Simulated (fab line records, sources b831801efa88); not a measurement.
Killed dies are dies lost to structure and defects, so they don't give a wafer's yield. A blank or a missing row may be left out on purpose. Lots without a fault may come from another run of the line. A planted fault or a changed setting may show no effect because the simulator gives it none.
fab line records | flow sky130
record lots=5 wafers=15 last_day=50
route steps=708 shown PWDE@55 NWELL@56
lots that met no fault: from a run of the same line without faults
start_h: hours from the record's first day to the start of the lot's first wafer shown | wait_h: hours since the lot's step before | " the same as in the row above | L1.1+2: a row that stands for several wafers | - no value, or no start given | * or withheld: withheld | < > ~ a bound
route shown NAME@n: a module of which the file shows steps, and the number in the route of the first | usual: mean/standard deviation of fault-free wafers | same: alike in all rows | chamber/n: place in a boat | sites: the reading at each site | _std_site: their standard deviation | _edge_site: outer sites' mean less inner sites' | radius_mm: how far each site lies from the wafer's centre | mask NAME#n: copy n | behind: the tool/chamber that last shaped the wafer | hold: why the lot was held/for how many hours/how that ended | device: the transistor (n, p or np) that didn't switch | end of line: the same wafers' tests at the end of the route | a step without rows: its recipe alone | killed: dies lost to structure and defects at the first sort, not the wafer's yield | map: a wafer's dies, x killed, . not, _ none there
set.NAME: the setting as run; set.NAME@STEP: as run at that earlier step | model.NAME: the simulator's own value behind a step, which no gauge read
lots at some steps of the route; a table a step, a row a wafer
services: from which hour (start_h, from the record's first day; less than 0 if before it) a tool's chamber was out of use, for how many hours, and why
## steps
# step SKY_PWDE_TW_MEAS_10
# usual PWDE_TW=374/3.1
# columns lot.wafer tool chamber start_h wait_h PWDE_TW
L532.2 film_metro-04 - 72.55 0.1 377
L532.5 " - " " 375
L532.6 " - " " 379
L535.2 film_metro-04 - 91.38 0.1 375
L535.3 " - " " 377
L535.6 " - " " 375
L544.3 film_metro-01 - 141.41 0.1 376
L544.4 " - " " 376
L544.5 " - " " 376
L549.1 film_metro-04 - 181.67 0.1 379
L549.4 " - " " 375
L549.6 " - " " 377
L553.2 film_metro-03 - 193.78 0.1 368
L553.3 " - " " 369
L553.6 " - " " 369
# step SKY_NWELL_DEHYDRATE_03
# recipe temp_c=200 time_s=60
# step SKY_NWELL_HMDS_04
# recipe prime_time_s=60 prime_temp_c=120
# step SKY_NWELL_COAT_05
# recipe spin_rpm=2000 resist_thk_nm=3000
# step SKY_NWELL_SOFTBAKE_06
# recipe temp_c=110 time_s=withheld
# step SKY_NWELL_EXPOSE_07
# recipe mask_id=NWM na=0.6 source_shape=conventional sigma_outer=0.6 polarization=unpolarized target_cd_nm=840 dose_mj=255
# step SKY_NWELL_PEB_08
# recipe temp_c=115 time_s=withheld
# step SKY_NWELL_DEVELOP_09
# recipe wall_angle_deg=90 developer=TMAH develop_time_s=60 dev_temp_c=23
# step SKY_NWELL_OVL_MEAS_10
# usual NWELL_00_OVL=-0.1/1.5
# columns lot.wafer tool chamber start_h wait_h NWELL_00_OVL[nm]
L532.2 overlay-02 - 89.19 - -1.4
L532.5 " - " " -0.4
L532.6 " - " " -0.1
L535.2 overlay-01 - 108.99 - 0.7
L535.3 " - " " 0.2
L535.6 " - " " 1.1
L544.3 overlay-01 - 160.45 - 1.4
L544.4 " - " " 0.2
L544.5 " - " " -0.1
L549.1 overlay-02 - 202.70 - -0.5
L549.4 " - " " -1.0
L549.6 " - " " 1.3
L553.2 overlay-01 - 215.09 - -1.3
L553.3 " - " " -0.5
L553.6 " - " " -0.7
# step SKY_NWELL_IMPLANT_11
# recipe species=P energy_kev=400 dose_cm2=1.938e+13 tilt_deg=withheld
# step SKY_NWELL_IMPLANT_12
# recipe species=P energy_kev=120 dose_cm2=1.3e+12 tilt_deg=withheld
# step SKY_NWELL_IMPLANT_13
# recipe species=P energy_kev=50 dose_cm2=7e+11 tilt_deg=withheld
# step SKY_NWELL_STRIP_14
# recipe chemistry=O2/N2 power_w=1400 pressure_mtorr=1500 platen_temp_c=withheld o2_flow_sccm=3000 n2_flow_sccm=300 overash_fraction=0.5
# usual drypump_motor_current_A=5.8/0.54 o2_flow_sccm=3000/8.9 oes_product_au=0.722/0.0047 strip_time_to_endpoint_s=36.92/0.1
# columns lot.wafer tool chamber start_h wait_h drypump_motor_current_A o2_flow_sccm oes_product_au rf_hours_counter_h strip_time_to_endpoint_s model.coat_of_NWELL_COAT_05.thk_nm
L532.2 plasma_asher-04 1 89.67 0.1 5.6 2997 0.715 39 36.80 0
L532.5 " 1 " " 5.6 2992 0.723 - 36.84 0
L532.6 " 0 " " 6.0 3008 0.715 - 36.75 0
L535.2 plasma_asher-01 1 109.47 0.1 6.3 3013 0.717 30 36.96 0
L535.3 " 0 " " 6.4 3015 0.721 - 36.93 0
L535.6 " 1 " " 6.3 3019 0.719 - 36.94 0
L544.3 plasma_asher-01 0 160.96 0.1 6.4 2992 0.945 - - 1253
L544.4 " 1 " " 6.3 3000 0.940 - - 1255
L544.5 " 0 " " 6.4 2992 0.938 - - 1254
L549.1 plasma_asher-02 1 203.19 0.1 4.9 3018 0.712 8 36.74 0
L549.4 " 0 " " 5.5 3002 0.736 - 36.86 0
L549.6 " 0 " " 5.5 2990 0.722 - 36.70 0
L553.2 plasma_asher-02 0 215.57 0.1 5.5 2995 0.720 9 36.95 0
L553.3 " 1 " " 4.9 2992 0.723 - 36.98 0
L553.6 " 1 " " 4.9 3004 0.728 - 37.01 0
# step SKY_NWELL_TW_MEAS_15
# usual NWELL_TW=1837/14
# columns lot.wafer tool chamber start_h wait_h NWELL_TW
L532.2 film_metro-03 - 89.78 0.1 1811
L532.5 " - " " 1811
L532.6 " - " " 1806
L535.2 film_metro-04 - 109.58 0.1 1844
L535.3 " - " " 1842
L535.6 " - " " 1847
L544.3 film_metro-04 - 161.04 0.1 1840
L544.4 " - " " 1847
L544.5 " - " " 1851
L549.1 film_metro-03 - 203.29 0.1 1806
L549.4 " - " " 1805
L549.6 " - " " 1812
L553.2 film_metro-01 - 215.68 0.1 1841
L553.3 " - " " 1846
L553.6 " - " " 1840
# step SKY_NWELL_DEHYDRATE_16
# recipe temp_c=200 time_s=60
# step SKY_NWELL_HMDS_17
# recipe prime_time_s=60 prime_temp_c=120
# step SKY_NWELL_COAT_18
# recipe spin_rpm=2000 resist_thk_nm=3000
# step SKY_NWELL_SOFTBAKE_19
# recipe temp_c=110 time_s=withheld
# step SKY_NWELL_EXPOSE_20
# recipe mask_id=NWM_COMPLEMENT na=0.6 source_shape=conventional sigma_outer=0.6 polarization=unpolarized target_cd_nm=840 dose_mj=260
# step SKY_NWELL_PEB_21
# recipe temp_c=115 time_s=withheld
# step SKY_NWELL_DEVELOP_22
# recipe wall_angle_deg=90 developer=TMAH develop_time_s=60 dev_temp_c=23
# step SKY_NWELL_OVL_MEAS_23
# usual NWELL_01_OVL=1.9/1.4
# columns lot.wafer tool chamber start_h wait_h NWELL_01_OVL[nm]
L532.2 overlay-02 - 106.74 - 1.2
L532.5 " - " " 2.1
L532.6 " - " " 0.0
L535.2 overlay-02 - 128.14 - 1.6
L535.3 " - " " 0.4
L535.6 " - " " 1.4
L544.3 overlay-02 - 180.67 - 3.2
L544.4 " - " " 2.4
L544.5 " - " " 3.4
L549.1 overlay-01 - 225.43 - 3.0
L549.4 " - " " 3.0
L549.6 " - " " 2.2
L553.2 overlay-02 - 238.79 - 5.3
L553.3 " - " " 4.3
L553.6 " - " " 3.8
# step SKY_NWELL_IMPLANT_24
# recipe species=B energy_kev=140 dose_cm2=9.2e+12 tilt_deg=withheld
# step SKY_NWELL_STRIP_25
# recipe chemistry=O2/N2 power_w=1400 pressure_mtorr=1500 platen_temp_c=withheld o2_flow_sccm=3000 n2_flow_sccm=300 overash_fraction=0.5
# usual drypump_motor_current_A=5.8/0.56 o2_flow_sccm=3000/8.8 oes_product_au=0.723/0.0048 strip_time_to_endpoint_s=36.95/0.1
# columns lot.wafer tool chamber start_h wait_h drypump_motor_current_A o2_flow_sccm oes_product_au rf_hours_counter_h strip_time_to_endpoint_s
L532.2 plasma_asher-01 0 106.92 0.1 6.4 2999 0.725 30 36.86
L532.5 " 0 " " 6.5 3002 0.730 - 36.97
L532.6 " 1 " " 6.3 3004 0.724 - 36.88
L535.2 plasma_asher-04 0 128.32 0.1 6.0 3021 0.720 43 37.10
L535.3 " 0 " " 6.0 3011 0.722 - 37.08
L535.6 " 0 " " 6.0 3009 0.721 - 37.15
L544.3 plasma_asher-02 0 180.87 0.1 5.5 3012 0.730 - 55.48
L544.4 " 1 " " 4.8 2998 0.724 - 55.42
L544.5 " 1 " " 4.9 2999 0.729 - 55.32
L549.1 plasma_asher-04 1 225.62 0.1 5.6 3003 0.725 52 36.99
L549.4 " 0 " " 5.9 2987 0.720 - 36.82
L549.6 " 0 " " 5.9 2998 0.729 - 36.97
L553.2 plasma_asher-01 0 238.97 0.1 6.4 3000 0.732 43 36.91
L553.3 " 0 " " 6.4 3005 0.722 - 37.01
L553.6 " 1 " " 6.3 3010 0.721 - 36.93
# step SKY_NWELL_TW_MEAS_26
# usual NWELL_2_TW=498/3.7
# columns lot.wafer tool chamber start_h wait_h NWELL_2_TW
L532.2 film_metro-01 - 107.03 0.1 501
L532.5 " - " " 500
L532.6 " - " " 498
L535.2 film_metro-03 - 128.43 0.1 494
L535.3 " - " " 493
L535.6 " - " " 494
L544.3 film_metro-04 - 180.96 0.1 30
L544.4 " - " " 30
L544.5 " - " " 30
L549.1 film_metro-04 - 225.72 0.1 500
L549.4 " - " " 499
L549.6 " - " " 501
L553.2 film_metro-03 - 239.08 0.1 493
L553.3 " - " " 494
L553.6 " - " " 492
# step SKY_NWELL_CLEAN_27
# recipe chemistry=SC1/SC2 mix=1:4:20 temp_c=70 time_s=150 dry=n2_spin
## services
# columns tool chamber start_h hours kind
plasma_asher-02 - 108.75 9.0 pm
plasma_asher-02 0 108.75 9.0 vent_cycle
plasma_asher-02 1 108.75 9.0 vent_cycle
plasma_asher-04 - 116.60 0.6 repair
plasma_asher-02 0 117.75 - clean
plasma_asher-02 1 117.75 - clean
plasma_asher-04 - 177.25 2.8 pm
plasma_asher-01 - 189.42 2.8 pm
## key
first_sign step=SKY_NWELL_STRIP_14 reading=oes_product_au direction=up sigmas=46 usual=0.722 struck=0.941
effect step=SKY_NWELL_STRIP_25 reading=strip_time_to_endpoint_s direction=up sigmas=99+ usual=* struck=*
effect step=SKY_NWELL_TW_MEAS_26 reading=NWELL_2_TW direction=down sigmas=99+ usual=498 struck=30
model_effect step=SKY_NWELL_STRIP_14 value=coat_of_NWELL_COAT_05.thk_nm without=0 struck=1254
met_at SKY_NWELL_STRIP_14
struck_wafers L544.3,L544.4,L544.5
sort_left_out L544.3,L544.4,L544.5
tester_left_out L544
onset_between 109.47 160.96
fault kind=strip_aborted tool=plasma_asher-01 chamber=- onset_h=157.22 steps=SKY_NWELL_STRIP_14 offset=0.67034 end_h=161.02
# tester_left_out: of these lots the tester's yield and bins aren't shown, on N5 and GAA mostly nor the transistor test; their killed dies are dies lost to structure and defects alone, not to doping, threshold or leakage, so they don't give the yield
# sort_left_out: the simulated sort isn't trusted on such a fault, so these wafers' sort isn't shown, and their yield isn't known
